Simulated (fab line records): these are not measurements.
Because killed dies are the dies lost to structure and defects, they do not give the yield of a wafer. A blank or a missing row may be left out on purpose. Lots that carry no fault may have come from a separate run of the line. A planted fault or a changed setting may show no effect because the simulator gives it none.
fab line records -- flow sfq-line
record: lots: 5, wafers: 15, last-day: 85
route steps=325 shown R5@220 I5@228 C5@240
lots that met no fault: from a run of the same line without faults
start-h: start of the lot's first displayed wafer, in hours after the record's first day -- wait-h: time in hours since the lot's previous step -- " identical to the entry in the row above -- L1.1+2: a row that stands for several wafers -- - no value, or no start was given -- * or withheld: withheld -- < > ~ a bound
route shown NAME@n: a module of which the file shows steps, and the number in the route of the first -- usual: mean/standard deviation of fault-free wafers -- same: alike in all rows -- chamber/n: place in a boat -- sites: per-site readings -- _std_site: their standard deviation -- _edge_site: outer sites' mean less inner sites' -- radius-mm: how far each site lies from the wafer's centre -- mask NAME#n: copy n -- behind: tool/chamber where the wafer was last shaped -- hold: the reason the lot was held/the length of the hold in hours/how it ended -- device: the n, p or np transistor that did not switch -- end of line: tests run on the same wafers once the route is complete -- step lacking rows: just its recipe -- killed: the dies lost at the first sort to structure and to defects; this is not the yield of the wafer -- map: the dies of a wafer, with x for killed, . for not killed, _ for no die there
set.NAME: setting as actually run; set.NAME@STEP: the setting as run at that earlier step -- model.NAME: the simulator's own value behind a step, which no gauge read
lots at selected steps of the route; one table per step, one row per wafer
services: the hour from which a tool's chamber was out of use, counted from the record's first day as start-h (under 0 if before that day), plus the number of hours and why
== steps ==
step: SFQ_TRILAYER_R5_LITHO_EXPOSE_137
recipe: mask-id: R5, na: 0.6, source-shape: conventional, sigma-outer: 0.65, target-cd-nm: 500, dose-mj: 14.4
usual: reticle-temp-C: 23.01/0.1, stage-vel-mm-s: 500.02/0.23
lot.wafer,tool,chamber,start-h,wait-h,mask,reticle-temp-C,stage-vel-mm-s
L077.3,krf-scanner-02,0,1501.26,-,R5#0,22.93,499.63
L077.4,krf-scanner-02,0,1501.26,-,R5#0,23.05,499.80
L077.6,krf-scanner-02,0,1501.26,-,R5#0,23.02,499.66
L078.1,krf-scanner-02,0,1504.46,-,R5#0,23.23,500.13
L078.3,krf-scanner-02,0,1504.46,-,R5#0,23.06,500.23
L078.4,krf-scanner-02,0,1504.46,-,R5#0,23.10,500.01
L083.2,krf-scanner-01,0,1565.09,-,R5#0,23.10,500.06
L083.4,krf-scanner-01,0,1565.09,-,R5#0,22.99,499.92
L083.5,krf-scanner-01,0,1565.09,-,R5#0,23.11,499.94
L084.1,krf-scanner-01,0,1566.09,-,R5#0,22.96,500.08
L084.2,krf-scanner-01,0,1566.09,-,R5#0,22.94,500.27
L084.5,krf-scanner-01,0,1566.09,-,R5#0,22.89,500.28
L088.2,krf-scanner-01,0,1573.49,-,R5#0,22.97,500.11
L088.4,krf-scanner-01,0,1573.49,-,R5#0,23.03,500.21
L088.6,krf-scanner-01,0,1573.49,-,R5#0,22.92,500.19
step: SFQ_TRILAYER_R5_LITHO_PEB_139
recipe: peb-temp-c: 115, peb-time-s: 60, resist: KrF
lot.wafer,tool,chamber,start-h,wait-h
L077.3+4+6,litho-track-01,0,1502.11,0.7
L078.1+3+4,litho-track-01,0,1505.66,1.0
L083.2+4+5,litho-track-01,0,1566.11,0.8
L084.1+2+5,litho-track-01,0,1567.29,1.0
L088.2+4+6,litho-track-04,0,1574.51,0.8
step: SFQ_TRILAYER_R5_LITHO_DEVELOP_138
recipe: time-s: 60, resist: KrF
lot.wafer,tool,chamber,start-h,wait-h
L077.3+4+6,litho-track-01,0,1502.26,0.1
L078.1+3+4,litho-track-01,0,1505.81,0.1
L083.2+4+5,litho-track-01,0,1566.26,0.1
L084.1+2+5,litho-track-01,0,1567.44,0.1
L088.2+4+6,litho-track-04,0,1574.66,0.1
step: SFQ_R5_OVL_MEAS_935
usual: R5_OVL: 2/5.6
lot.wafer,tool,chamber,start-h,wait-h,R5_OVL[nm]
L077.3,overlay-02,-,1502.37,0.1,4
L077.4,overlay-02,-,1502.37,0.1,14
L077.6,overlay-02,-,1502.37,0.1,7
L078.1,overlay-01,-,1505.96,0.1,9
L078.3,overlay-01,-,1505.96,0.1,0
L078.4,overlay-01,-,1505.96,0.1,0
L083.2,overlay-01,-,1566.39,0.1,3
L083.4,overlay-01,-,1566.39,0.1,11
L083.5,overlay-01,-,1566.39,0.1,0
L084.1,overlay-01,-,1567.59,0.1,13
L084.2,overlay-01,-,1567.59,0.1,0
L084.5,overlay-01,-,1567.59,0.1,11
L088.2,overlay-01,-,1574.79,0.1,-6
L088.4,overlay-01,-,1574.79,0.1,-9
L088.6,overlay-01,-,1574.79,0.1,-6
step: SFQ_TRILAYER_R5_BARC_OPEN_METAL_ETCH_177
recipe: mask-material: PR, chemistry: O2, target-depth-nm: 125, target: BARC, icp-w: 600, bias-w: 80, pressure-mtorr: 10, time-s: 41.7
usual: drypump-motor-current-A: 5.4/0.33, oes-product-au: 0.685/0.0047
lot.wafer,tool,chamber,start-h,wait-h,drypump-motor-current-A,oes-product-au,rf-hours-counter-h
L077.3,rie-metal-04,1,1502.41,0.0,5.4,0.679,-
L077.4,rie-metal-04,0,1502.41,0.0,4.9,0.683,-
L077.6,rie-metal-04,0,1502.41,0.0,4.9,0.687,-
L078.1,rie-metal-04,1,1505.99,0.0,5.5,0.684,60
L078.3,rie-metal-04,0,1505.99,0.0,4.9,0.689,-
L078.4,rie-metal-04,1,1505.99,0.0,5.5,0.673,-
L083.2,rie-metal-03,0,1566.42,0.0,5.1,0.685,76
L083.4,rie-metal-03,0,1566.42,0.0,5.1,0.678,-
L083.5,rie-metal-03,1,1566.42,0.0,6.4,0.681,-
L084.1,rie-metal-04,1,1567.62,0.0,5.5,0.689,67
L084.2,rie-metal-04,1,1567.62,0.0,5.5,0.680,-
L084.5,rie-metal-04,1,1567.62,0.0,5.4,0.681,-
L088.2,rie-metal-04,1,1574.84,0.0,5.4,0.682,-
L088.4,rie-metal-04,1,1574.84,0.0,5.5,0.684,-
L088.6,rie-metal-04,1,1574.84,0.0,5.4,0.685,-
step: SFQ_TRILAYER_R5_ETCH_METAL_ETCH_139
recipe: stop-on: SiO2, mask-material: PR, chemistry: Cl2, target-depth-nm: 60, icp-w: 600, bias-w: 80, pressure-mtorr: 10, time-s: 40
usual: drypump-motor-current-A: 5.4/0.33, oes-product-au: 0.990/0.0057
lot.wafer,tool,chamber,start-h,wait-h,drypump-motor-current-A,oes-product-au,rf-hours-counter-h
L077.3,rie-metal-04,1,1502.47,0.0,5.4,0.989,-
L077.4,rie-metal-04,0,1502.47,0.0,4.9,0.980,-
L077.6,rie-metal-04,0,1502.47,0.0,4.9,0.990,-
L078.1,rie-metal-04,1,1506.05,0.0,5.5,0.985,60
L078.3,rie-metal-04,0,1506.05,0.0,4.9,0.990,-
L078.4,rie-metal-04,1,1506.05,0.0,5.5,0.988,-
L083.2,rie-metal-03,0,1566.48,0.0,5.1,0.983,77
L083.4,rie-metal-03,0,1566.48,0.0,5.1,0.986,-
L083.5,rie-metal-03,1,1566.48,0.0,6.4,0.989,-
L084.1,rie-metal-04,1,1567.74,0.1,5.5,0.994,67
L084.2,rie-metal-04,1,1567.74,0.1,5.5,0.985,-
L084.5,rie-metal-04,1,1567.74,0.1,5.5,0.988,-
L088.2,rie-metal-04,1,1574.96,0.1,5.5,0.986,-
L088.4,rie-metal-04,1,1574.96,0.1,5.5,0.987,-
L088.6,rie-metal-04,1,1574.96,0.1,5.5,0.987,-
step: SFQ_TRILAYER_R5_STRIP_STRIP_140
recipe: gas: O2, power-w: 200, platen-temp-c: 40, overash-fraction: 0.65, chemistry: O2, pressure-mtorr: 50
usual: drypump-motor-current-A: 5.4/0.34, oes-product-au: 0.999/0.0071
lot.wafer,tool,chamber,start-h,wait-h,drypump-motor-current-A,oes-product-au,rf-hours-counter-h
L077.3,rie-metal-04,1,1502.71,0.2,5.5,1.007,-
L077.4,rie-metal-04,0,1502.71,0.2,4.9,1.003,-
L077.6,rie-metal-04,0,1502.71,0.2,4.9,0.994,-
L078.1,rie-metal-04,1,1506.11,0.0,5.5,0.999,60
L078.3,rie-metal-04,0,1506.11,0.0,4.9,1.002,-
L078.4,rie-metal-04,1,1506.11,0.0,5.5,1.004,-
L083.2,rie-metal-03,0,1566.54,0.0,5.1,0.981,77
L083.4,rie-metal-03,0,1566.54,0.0,5.1,0.991,-
L083.5,rie-metal-03,1,1566.54,0.0,6.4,0.999,-
L084.1,rie-metal-04,1,1567.86,0.1,5.5,1.007,67
L084.2,rie-metal-04,1,1567.86,0.1,5.5,1.007,-
L084.5,rie-metal-04,1,1567.86,0.1,5.5,1.002,-
L088.2,rie-metal-04,1,1575.26,0.3,5.5,1.001,-
L088.4,rie-metal-04,1,1575.26,0.3,5.4,1.000,-
L088.6,rie-metal-04,1,1575.26,0.3,5.4,0.986,-
step: SFQ_TRILAYER_R5_STRIP_SOLV_CLEAN_141
recipe: chemistry: NMP, temp-c: 70, time-s: 600
usual: bath-guard-temp-C: 70.0/0.45
lot.wafer,tool,chamber,start-h,wait-h,bath-guard-temp-C
L077.3,wet-bench-02,7,1503.11,0.2,69.1
L077.4,wet-bench-02,5,1503.11,0.2,69.9
L077.6,wet-bench-02,4,1503.11,0.2,70.2
L078.1,wet-bench-02,3,1506.71,0.4,70.4
L078.3,wet-bench-02,7,1506.71,0.4,69.6
L078.4,wet-bench-02,0,1506.71,0.4,70.6
L083.2,wet-bench-01,0,1567.14,0.4,70.2
L083.4,wet-bench-01,4,1567.14,0.4,69.5
L083.5,wet-bench-01,5,1567.14,0.4,70.8
L084.1,wet-bench-01,1,1569.06,1.0,70.8
L084.2,wet-bench-01,5,1569.06,1.0,70.7
L084.5,wet-bench-01,0,1569.06,1.0,70.5
L088.2,wet-bench-01,3,1576.26,0.8,70.2
L088.4,wet-bench-01,2,1576.26,0.8,69.0
L088.6,wet-bench-01,1,1576.26,0.8,70.1
step: SFQ_TRILAYER_A5C_DEP_PECVD_142
recipe: material: SiO2, temp-c: 150, time-s: 15.556, pressure-torr: 2.4, rf-w: 183.3, precursor: SiH4/N2O, target-thk-nm: 70
usual: heater-power-w: 87/15, throttle-valve-pct: 24.7/1.6
lot.wafer,tool,chamber,start-h,wait-h,heater-power-w,throttle-valve-pct
L077.3,pecvd-01,1,1503.29,0.0,89,24.2
L077.4,pecvd-01,0,1503.29,0.0,96,25.1
L077.6,pecvd-01,2,1503.29,0.0,68,27.2
L078.1,pecvd-03,1,1506.89,0.0,75,24.7
L078.3,pecvd-03,0,1506.89,0.0,94,23.3
L078.4,pecvd-03,2,1506.89,0.0,118,22.8
L083.2,pecvd-01,2,1567.32,0.0,69,27.7
L083.4,pecvd-01,1,1567.32,0.0,85,24.1
L083.5,pecvd-01,0,1567.32,0.0,93,24.8
L084.1,pecvd-03,0,1569.24,0.0,79,23.9
L084.2,pecvd-03,2,1569.24,0.0,118,22.8
L084.5,pecvd-03,2,1569.24,0.0,119,22.6
L088.2,pecvd-01,2,1576.44,0.0,67,27.4
L088.4,pecvd-01,2,1576.44,0.0,67,27.1
L088.6,pecvd-01,1,1576.44,0.0,89,24.3
step: SFQ_TRILAYER_I5_LITHO_COAT_149
recipe: resist: BARC, spin-rpm: 3000, resist-thk-nm: 62
lot.wafer,tool,chamber,start-h,wait-h
L077.3+4+6,litho-track-02,0,1503.41,0.1
L078.1+3+4,litho-track-04,0,1506.91,0.0
L083.2+4+5,litho-track-04,0,1567.39,0.1
L084.1+2+5,litho-track-03,0,1569.27,0.0
L088.2+4+6,litho-track-04,0,1576.51,0.1
step: SFQ_TRILAYER_I5_LITHO_COAT_144
recipe: resist: KrF, spin-rpm: 3000, resist-thk-nm: 650
lot.wafer,tool,chamber,start-h,wait-h
L077.3+4+6,litho-track-02,0,1503.71,0.2
L078.1+3+4,litho-track-04,0,1507.21,0.2
L083.2+4+5,litho-track-04,0,1567.69,0.2
L084.1+2+5,litho-track-03,0,1569.57,0.2
L088.2+4+6,litho-track-04,0,1576.81,0.2
step: SFQ_TRILAYER_I5_LITHO_SOFTBAKE_148
recipe: temp-c: withheld, time-s: withheld, resist: KrF
lot.wafer,tool,chamber,start-h,wait-h
L077.3+4+6,litho-track-02,0,1503.96,0.2
L078.1+3+4,litho-track-04,0,1507.51,0.2
L083.2+4+5,litho-track-04,0,1567.97,0.2
L084.1+2+5,litho-track-03,0,1569.87,0.2
L088.2+4+6,litho-track-04,0,1577.09,0.2
step: SFQ_TRILAYER_I5_LITHO_EXPOSE_145
recipe: mask-id: I5, na: 0.6, source-shape: conventional, sigma-outer: 0.65, target-cd-nm: 700, dose-mj: 21.3
usual: reticle-temp-C: 23.01/0.098, stage-vel-mm-s: 500.07/0.24
lot.wafer,tool,chamber,start-h,wait-h,mask,reticle-temp-C,stage-vel-mm-s
L077.3,krf-scanner-01,0,1504.59,-,I5#0,23.23,500.08
L077.4,krf-scanner-01,0,1504.59,-,I5#0,22.95,500.13
L077.6,krf-scanner-01,0,1504.59,-,I5#0,22.92,500.37
L078.1,krf-scanner-01,0,1508.74,-,I5#0,23.03,500.26
L078.3,krf-scanner-01,0,1508.74,-,I5#0,23.06,500.14
L078.4,krf-scanner-01,0,1508.74,-,I5#0,23.01,500.17
L083.2,krf-scanner-02,0,1679.21,-,I5#0,23.11,500.44
L083.4,krf-scanner-02,0,1679.21,-,I5#0,23.19,500.22
L083.5,krf-scanner-02,0,1679.21,-,I5#0,22.98,500.33
L084.1,krf-scanner-02,0,1685.01,-,I5#0,23.03,500.26
L084.2,krf-scanner-02,0,1685.01,-,I5#0,23.03,500.16
L084.5,krf-scanner-02,0,1685.01,-,I5#0,23.15,499.95
L088.2,krf-scanner-02,0,1701.67,-,I5#0,22.99,500.27
L088.4,krf-scanner-02,0,1701.67,-,I5#0,23.16,500.08
L088.6,krf-scanner-02,0,1701.67,-,I5#0,23.05,499.99
step: SFQ_TRILAYER_I5_LITHO_PEB_147
recipe: peb-temp-c: 115, peb-time-s: 60, resist: KrF
lot.wafer,tool,chamber,start-h,wait-h
L077.3+4+6,litho-track-03,0,1505.44,0.7
L078.1+3+4,litho-track-02,0,1509.94,1.0
L083.2+4+5,litho-track-02,0,1680.24,0.8
L084.1+2+5,litho-track-02,0,1686.21,1.0
L088.2+4+6,litho-track-04,0,1702.69,0.8
step: SFQ_TRILAYER_I5_LITHO_DEVELOP_146
recipe: time-s: 60, resist: KrF
lot.wafer,tool,chamber,start-h,wait-h
L077.3+4+6,litho-track-03,0,1505.59,0.1
L078.1+3+4,litho-track-02,0,1510.09,0.1
L083.2+4+5,litho-track-02,0,1680.39,0.1
L084.1+2+5,litho-track-02,0,1686.36,0.1
L088.2+4+6,litho-track-04,0,1702.84,0.1
step: SFQ_I5_OVL_MEAS_936
usual: I5_OVL: 1/5.9
lot.wafer,tool,chamber,start-h,wait-h,I5_OVL[nm]
L077.3,overlay-02,-,1505.70,0.1,1
L077.4,overlay-02,-,1505.70,0.1,-8
L077.6,overlay-02,-,1505.70,0.1,-12
L078.1,overlay-02,-,1510.24,0.1,-12
L078.3,overlay-02,-,1510.24,0.1,-4
L078.4,overlay-02,-,1510.24,0.1,-6
L083.2,overlay-01,-,1680.52,0.1,2
L083.4,overlay-01,-,1680.52,0.1,4
L083.5,overlay-01,-,1680.52,0.1,6
L084.1,overlay-02,-,1686.51,0.1,2
L084.2,overlay-02,-,1686.51,0.1,4
L084.5,overlay-02,-,1686.51,0.1,-3
L088.2,overlay-01,-,1702.97,0.1,-2
L088.4,overlay-01,-,1702.97,0.1,3
L088.6,overlay-01,-,1702.97,0.1,-3
step: SFQ_TRILAYER_I5_BARC_OPEN_VIA_ETCH_200
recipe: mask-material: PR, chemistry: O2, target-depth-nm: 125, target: BARC, source-w: 500, bias-w: 80, pressure-mtorr: 30, time-s: 41.7
usual: drypump-motor-current-A: 5.7/0.53, oes-product-au: 0.685/0.0047
lot.wafer,tool,chamber,start-h,wait-h,drypump-motor-current-A,oes-product-au,rf-hours-counter-h
L077.3,rie-diel-01,1,1505.72,0.0,5.2,0.682,0
L077.4,rie-diel-01,2,1505.72,0.0,5.9,0.677,10
L077.6,rie-diel-01,0,1505.72,0.0,5.5,0.677,-
L078.1,rie-diel-03,2,1510.27,0.0,5.7,0.685,7
L078.3,rie-diel-03,3,1510.27,0.0,4.7,0.700,8
L078.4,rie-diel-03,3,1510.27,0.0,4.7,0.685,-
L083.2,rie-diel-03,1,1680.55,0.0,6.6,0.691,0
L083.4,rie-diel-03,2,1680.55,0.0,5.7,0.682,10
L083.5,rie-diel-03,2,1680.55,0.0,5.7,0.687,-
L084.1,rie-diel-03,2,1686.55,0.0,5.7,0.686,10
L084.2,rie-diel-03,3,1686.55,0.0,4.8,0.684,11
L084.5,rie-diel-03,3,1686.55,0.0,4.7,0.692,-
L088.2,rie-diel-04,1,1703.00,0.0,5.7,0.693,1
L088.4,rie-diel-04,3,1703.00,0.0,6.3,0.689,10
L088.6,rie-diel-04,3,1703.00,0.0,6.3,0.695,-
step: SFQ_TRILAYER_I5_ETCH_VIA_ETCH_147
recipe: stop-on: Nb, mask-material: PR, chemistry: CHF3, target-depth-nm: 360, source-w: 500, bias-w: 80, pressure-mtorr: 30, time-s: withheld
usual: drypump-motor-current-A: 5.7/0.52, oes-product-au: 0.990/0.0056
lot.wafer,tool,chamber,start-h,wait-h,drypump-motor-current-A,oes-product-au
L077.3,rie-diel-01,1,1505.76,0.0,5.1,0.990
L077.4,rie-diel-01,2,1505.76,0.0,5.9,0.992
L077.6,rie-diel-01,0,1505.76,0.0,5.5,0.975
L078.1,rie-diel-03,2,1510.31,0.0,5.7,0.989
L078.3,rie-diel-03,3,1510.31,0.0,4.8,0.985
L078.4,rie-diel-03,3,1510.31,0.0,4.8,0.988
L083.2,rie-diel-03,1,1680.59,0.0,6.6,0.985
L083.4,rie-diel-03,2,1680.59,0.0,5.7,0.990
L083.5,rie-diel-03,2,1680.59,0.0,5.7,0.995
L084.1,rie-diel-03,2,1686.59,0.0,5.8,0.993
L084.2,rie-diel-03,3,1686.59,0.0,4.7,0.990
L084.5,rie-diel-03,3,1686.59,0.0,4.8,1.001
L088.2,rie-diel-04,1,1703.04,0.0,5.7,0.992
L088.4,rie-diel-04,3,1703.04,0.0,6.2,0.994
L088.6,rie-diel-04,3,1703.04,0.0,6.2,0.992
step: SFQ_TRILAYER_I5_STRIP_STRIP_148
recipe: gas: O2, power-w: 200, platen-temp-c: 40, overash-fraction: 0.65, chemistry: O2, pressure-mtorr: 50
usual: drypump-motor-current-A: 5.5/0.51, oes-product-au: 0.998/0.0072
lot.wafer,tool,chamber,start-h,wait-h,drypump-motor-current-A,oes-product-au,rf-hours-counter-h
L077.3,rie-metal-03,0,1506.11,-,5.1,0.997,-
L077.4,rie-metal-03,1,1506.11,-,6.4,0.997,-
L077.6,rie-metal-03,1,1506.11,-,6.4,0.998,-
L078.1,rie-metal-04,0,1510.46,-,4.9,1.001,126
L078.3,rie-metal-04,0,1510.46,-,4.9,0.996,-
L078.4,rie-metal-04,1,1510.46,-,5.5,1.003,-
L083.2,rie-metal-02,1,1680.74,-,5.6,0.985,97
L083.4,rie-metal-02,0,1680.74,-,5.5,0.986,-
L083.5,rie-metal-02,1,1680.74,-,5.7,0.993,-
L084.1,rie-metal-04,0,1686.74,-,4.9,0.998,10
L084.2,rie-metal-04,1,1686.74,-,5.5,1.001,82
L084.5,rie-metal-04,1,1686.74,-,5.5,0.996,-
L088.2,rie-metal-03,0,1703.19,-,5.1,0.998,96
L088.4,rie-metal-03,0,1703.19,-,5.1,0.998,-
L088.6,rie-metal-03,1,1703.19,-,6.4,0.998,-
step: SFQ_TRILAYER_I5_STRIP_SOLV_CLEAN_149
recipe: chemistry: NMP, temp-c: 70, time-s: 600
usual: bath-guard-temp-C: 70.0/0.42
lot.wafer,tool,chamber,start-h,wait-h,bath-guard-temp-C
L077.3,wet-bench-04,5,1506.51,0.2,70.3
L077.4,wet-bench-04,1,1506.51,0.2,70.1
L077.6,wet-bench-04,0,1506.51,0.2,69.7
L078.1,wet-bench-02,4,1511.06,0.4,70.0
L078.3,wet-bench-02,5,1511.06,0.4,69.9
L078.4,wet-bench-02,0,1511.06,0.4,70.7
L083.2,wet-bench-04,5,1681.34,0.4,69.9
L083.4,wet-bench-04,4,1681.34,0.4,70.3
L083.5,wet-bench-04,2,1681.34,0.4,69.6
L084.1,wet-bench-02,4,1687.34,0.4,70.1
L084.2,wet-bench-02,6,1687.34,0.4,69.7
L084.5,wet-bench-02,7,1687.34,0.4,69.2
L088.2,wet-bench-02,0,1703.79,0.4,70.8
L088.4,wet-bench-02,2,1703.79,0.4,69.7
L088.6,wet-bench-02,5,1703.79,0.4,70.1
step: SFQ_TRILAYER_C5_LITHO_COAT_156
recipe: resist: BARC, spin-rpm: 3000, resist-thk-nm: 62
lot.wafer,tool,chamber,start-h,wait-h
L077.3+4+6,litho-track-03,0,1506.79,0.1
L078.1+3+4,litho-track-04,0,1511.24,0.0
L083.2+4+5,litho-track-01,0,1681.56,0.1
L084.1+2+5,litho-track-01,0,1687.51,0.0
L088.2+4+6,litho-track-03,0,1704.02,0.1
step: SFQ_TRILAYER_C5_LITHO_COAT_151
recipe: resist: KrF, spin-rpm: 3000, resist-thk-nm: 650
lot.wafer,tool,chamber,start-h,wait-h
L077.3+4+6,litho-track-03,0,1507.09,0.2
L078.1+3+4,litho-track-04,0,1511.54,0.2
L083.2+4+5,litho-track-01,0,1681.86,0.2
L084.1+2+5,litho-track-01,0,1687.81,0.2
L088.2+4+6,litho-track-03,0,1704.32,0.2
step: SFQ_TRILAYER_C5_LITHO_SOFTBAKE_155
recipe: temp-c: withheld, time-s: withheld, resist: KrF
lot.wafer,tool,chamber,start-h,wait-h
L077.3+4+6,litho-track-03,0,1507.34,0.2
L078.1+3+4,litho-track-04,0,1511.84,0.2
L083.2+4+5,litho-track-01,0,1682.14,0.2
L084.1+2+5,litho-track-01,0,1688.11,0.2
L088.2+4+6,litho-track-03,0,1704.59,0.2
step: SFQ_TRILAYER_C5_LITHO_EXPOSE_152
recipe: mask-id: C5, na: 0.6, source-shape: conventional, sigma-outer: 0.65, target-cd-nm: 500, dose-mj: 21.3
usual: reticle-temp-C: 23.02/0.11, stage-vel-mm-s: 500.06/0.25
lot.wafer,tool,chamber,start-h,wait-h,mask,reticle-temp-C,stage-vel-mm-s
L077.3,krf-scanner-02,0,1519.68,-,C5#0,22.90,500.53
L077.4,krf-scanner-02,0,1519.68,-,C5#0,22.75,500.20
L077.6,krf-scanner-02,0,1519.68,-,C5#0,22.86,499.99
L078.1,krf-scanner-02,0,1521.68,-,C5#0,23.11,499.98
L078.3,krf-scanner-02,0,1521.68,-,C5#0,23.10,500.05
L078.4,krf-scanner-02,0,1521.68,-,C5#0,23.05,499.99
L083.2,krf-scanner-01,0,1730.90,-,C5#0,23.03,500.18
L083.4,krf-scanner-01,0,1730.90,-,C5#0,22.90,500.06
L083.5,krf-scanner-01,0,1730.90,-,C5#0,22.82,500.19
L084.1,krf-scanner-02,0,1797.45,-,C5#0,22.87,500.44
L084.2,krf-scanner-02,0,1797.45,-,C5#0,23.04,499.98
L084.5,krf-scanner-02,0,1797.45,-,C5#0,22.80,499.81
L088.2,krf-scanner-02,0,1812.05,-,C5#0,22.97,500.07
L088.4,krf-scanner-02,0,1812.05,-,C5#0,23.11,500.24
L088.6,krf-scanner-02,0,1812.05,-,C5#0,22.99,500.24
== services ==
tool,chamber,start-h,hours,kind
krf-scanner-01,-,1486.20,1.8,repair
krf-scanner-02,-,1512.86,4.0,pm
rie-diel-03,-,1521.14,1.0,repair
krf-scanner-01,-,1524.98,1.0,pm
krf-scanner-02,-,1525.16,7.4,repair
krf-scanner-02,-,1532.55,1.3,pm
krf-scanner-01,-,1547.58,1.3,pm
krf-scanner-01,-,1549.16,0.3,repair
krf-scanner-02,-,1550.36,0.3,repair
krf-scanner-02,-,1559.62,1.0,pm
krf-scanner-02,-,1569.02,4.4,pm
krf-scanner-02,-,1573.40,3.6,pm
krf-scanner-02,-,1588.97,0.8,pm
rie-metal-04,-,1604.65,2.8,pm
krf-scanner-02,-,1663.34,4.1,repair
krf-scanner-01,-,1676.49,0.8,pm
krf-scanner-01,-,1677.58,7.2,pm
krf-scanner-02,-,1690.42,1.1,repair
krf-scanner-01,-,1694.14,1.0,pm
krf-scanner-02,-,1706.69,1.0,repair
krf-scanner-02,-,1708.45,1.3,pm
krf-scanner-01,-,1724.45,1.3,pm
krf-scanner-02,-,1730.57,1.0,pm
krf-scanner-02,-,1757.77,0.8,pm
== key ==
fault none
